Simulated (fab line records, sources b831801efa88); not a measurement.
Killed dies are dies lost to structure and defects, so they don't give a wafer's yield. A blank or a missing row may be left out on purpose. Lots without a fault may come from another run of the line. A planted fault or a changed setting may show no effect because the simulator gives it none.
One fault seen from 2 desks | flow sky130 | each desk has only its own numbers; what lay behind them comes last

THE TOOL OWNER'S DESK: rie_si-02
The tool's own readings at SKY_FIELD_ISO_ETCH_17 (etches Si in HBr/Cl2/O2, target depth 342 nm, time 97.7 s): means of the sampled wafers that have a number, for each lot that ran on this tool. A lot is out of limits, marked OUT, if its mean lies more than 4 standard deviations from the usual mean; the brackets give that distance.
Columns: A = chamber_pressure_mTorr at SKY_FIELD_ISO_ETCH_17, usual 15.000 mTorr; B = drypump_motor_current_A at SKY_FIELD_ISO_ETCH_17, usual 5.8 A; C = oes_product_au at SKY_FIELD_ISO_ETCH_17, usual 1.001 a.u.; D = run_length_s at SKY_FIELD_ISO_ETCH_17, usual 126.1 s; E = throttle_valve_pct at SKY_FIELD_ISO_ETCH_17, usual 25.656 %
lot  | first seen here | A      | B   | C     | D                | E
L622 | day 2 09:00     | 14.986 | 5.9 | 0.998 | 126.3            | 25.653
L635 | day 5 06:38     | 15.003 | 5.9 | 0.999 | 128.8 (+6.7) OUT | 25.661
This desk's finding: out of limits on L635; first on L635, day 5 06:38 (run_length_s at SKY_FIELD_ISO_ETCH_17). In limits: L622.

THE METROLOGY DESK
What the gauges read, lot by lot, whatever tool the lot ran on: means of the sampled wafers that have a number. A lot is out of limits, marked OUT, if its mean lies more than 4 standard deviations from the usual mean; the brackets give that distance.
Columns: A = cd_nm at SKY_FIELD_ISO_CD_MEAS_13, usual 150.1 nm
lot  | first seen here | A
L622 | day 2 08:41     | 150.3
L623 | day 2 14:11     | 149.6
L635 | day 5 06:19     | 149.4
L643 | day 6 23:07     | 150.4
L644 | day 7 05:35     | 153.3
This desk's finding: nothing out of limits on any of the 5 lots.

PUT TOGETHER
The tool owner's desk could have raised an alarm at day 5 06:38, on L635.
The metrology desk saw nothing out of limits.
The metrology desk has L635 on record, within its limits.
Of the lots named, all ran SKY_FIELD_ISO_ETCH_17 on rie_si-02.

WHAT THE SIMULATOR HAD PUT IN
Process parameter drift: rie_si-02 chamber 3, from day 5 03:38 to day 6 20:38, at SKY_FIELD_ISO_ETCH_17. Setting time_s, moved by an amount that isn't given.
Lots struck among those shown: L635.
Hours from the fault's start to each desk's first reading out of limits: the tool owner's desk, 3.
